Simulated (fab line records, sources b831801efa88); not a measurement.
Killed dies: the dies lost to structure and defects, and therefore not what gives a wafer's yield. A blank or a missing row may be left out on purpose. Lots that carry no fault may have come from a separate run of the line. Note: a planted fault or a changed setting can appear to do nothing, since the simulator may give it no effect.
What tool caused it? -- flow gf180mcu -- Sampling: 7 lots, 21 wafers, 2 of 602 route steps

## WHAT THE GAUGES READ, wafer by wafer
GF_HV_LDD_TW_MEAS_38.
lot,measured,on,HV_LDD_3_TW
L721,day 12 13:16,filmMetro-03,1429 1424 1430
L724,day 13 17:10,filmMetro-02,1438 1436 1444
L726,day 14 14:46,filmMetro-03,1421 1419 1418
L728,day 15 02:28,filmMetro-03,1286 1285 1294
L733,day 16 20:25,filmMetro-03,1412 1411 1411
L739,day 18 18:06,filmMetro-03,1416 1407 1419
L741,day 19 11:15,filmMetro-03,1422 1413 1422

## TOOL THAT RAN EACH LOT (tool first, then ch and the chambers of the sampled wafers, then the start)
lot,GF_HV_LDD_IMPLANT_35
L721,"implanter-01 ch 0, day 12 12:52"
L724,"implanter-01 ch 0, day 13 16:48"
L726,"implanter-02 ch 0, day 14 14:22"
L728,"implanter-01, day 15 02:06"
L733,"implanter-01 ch 0, day 16 20:02"
L739,"implanter-04 ch 0, day 18 17:43"
L741,"implanter-04 ch 0, day 19 10:51"
- GF_HV_LDD_IMPLANT_35

## THE ANSWER, worked out from the rows above alone
Rule: what is usual is taken from the lots themselves. The widest of any qualifying gaps counts: lots, ordered by their means at a reading, are off when they make up no more than a third of the lots, leave a main group of 4 or more, and stand apart from it by 3 or more times the standard deviation of that group's means. Not used: any main group whose means are identical at the precision the tables above print for the reading. A lot without any number at a reading at which 4 lots or more have one is off too. Where the step has rows for the other lots, those lots are counted as sound.
Off: at GF_HV_LDD_TW_MEAS_38 (HV_LDD_3_TW), L728. Main group: mean 1422, sd 9.4.
A tool fits if, at a process step before that reading, it ran every lot that is off, and no sound lot after the first of them. Gauges at GF_HV_LDD_TW_MEAS_38: tried the same way as those tools. Of those tried, none fits.

## WHAT HAD BEEN PUT IN BY THE SIMULATOR
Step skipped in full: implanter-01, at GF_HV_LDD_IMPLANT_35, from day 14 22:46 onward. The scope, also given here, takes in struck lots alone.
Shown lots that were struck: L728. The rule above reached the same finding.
